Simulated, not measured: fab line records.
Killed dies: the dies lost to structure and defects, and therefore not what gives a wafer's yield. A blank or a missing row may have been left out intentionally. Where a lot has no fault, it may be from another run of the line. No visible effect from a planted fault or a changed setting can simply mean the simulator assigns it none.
Code-filled problem report in 8D (eight disciplines) form :: flow gf180mcu :: the parts of the form that need people (team, actions taken, sign-off) are left out

1. WHAT IS WRONG
At GF_PSD_COAT_02, spinSpeedRpm averages 2798.5 rpm over 6 wafers from 2 lots, while fault-free wafers read 2999.9 rpm, standard deviation 2.2. Relative to the usual mean, that is a shift of -92 standard deviations.
The step: resist thk 1000 nm.
Earliest sighting: wafer L588.1 on lithoTrack-01 at day 18 03:48. At this step, 39 wafers from 13 lots have a number in the record. The rule behind "out" and "out of limits": a value lying over 4 standard deviations away from the usual mean. The other wafers with a number count as sound.

2. WHAT IT IS; WHAT IT IS NOT
question: which readings at this step
is: spinSpeedRpm
is not: -

question: which lots
is: L588, L590
is not: L576, L577, L580, L581, L582, L583, L585, L593, L594, L597, L599

question: which wafers of those lots
is: all that have a number
is not: -

question: read on which tools
is: lithoTrack-01
is not: lithoTrack-03, lithoTrack-04

question: when
is: from day 18 03:48
is not: up to then (21 sound wafers); but 12 sound wafers of L593, L594, L597, L599 came after

3. WHAT RULES OUT EACH SUSPECT
Counting: a tool at a process step up to the reading stays a suspect if it ran every lot that is out and no sound lot after the first of them.
- lithoTrack-01 at GF_PSD_COAT_02 (resist thk 1000 nm): ruled out as a lasting fault. After its first lot that is out, L588 (day 18 03:48), sound lots L599 ran on it.
Left after counting: nothing in the record.

4. THE CAUSE (what the simulator had put in)
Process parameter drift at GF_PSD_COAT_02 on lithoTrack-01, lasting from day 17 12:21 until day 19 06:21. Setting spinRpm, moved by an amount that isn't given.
Counting ruled it out, wrongly.

5. SEQUENCE OF EFFECTS, ordered by route
Rows list readings where the struck wafers' mean (over those with a number) sits beyond 3 standard deviations from the usual. Scope: only readings with a usual standard deviation given in the record; hours: median across lots of the time from each lot's start at the first step in this table that gives one to its start at this step; sigmas: change in usual standard deviations.
hours: 0
step: GF_PSD_COAT_02
reading: spinSpeedRpm
usual: 2999.9 rpm
on struck wafers: 2798.5
change: -201.4
sigmas: -92

hours: 12
step: GF_PSD_STRIP_10
reading: stripTimeToEndpointS
usual: 16.51 s
on struck wafers: 16.89
change: +0.38
sigmas: +12
It contains these process steps:
- GF_PSD_COAT_02: resist thk 1000 nm.
- GF_PSD_STRIP_10: strips in O2/N2.
Later steps that measure or inspect, where all struck wafers having a row at the step show a number for every such reading and not one has moved that far: GF_M4_CD_MEAS_14.

6. HOW IT WOULD HAVE BEEN CAUGHT EARLIER
15 hours passed between the start of the fault at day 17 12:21 and the first reading out of limits in this record, taken at day 18 03:48.
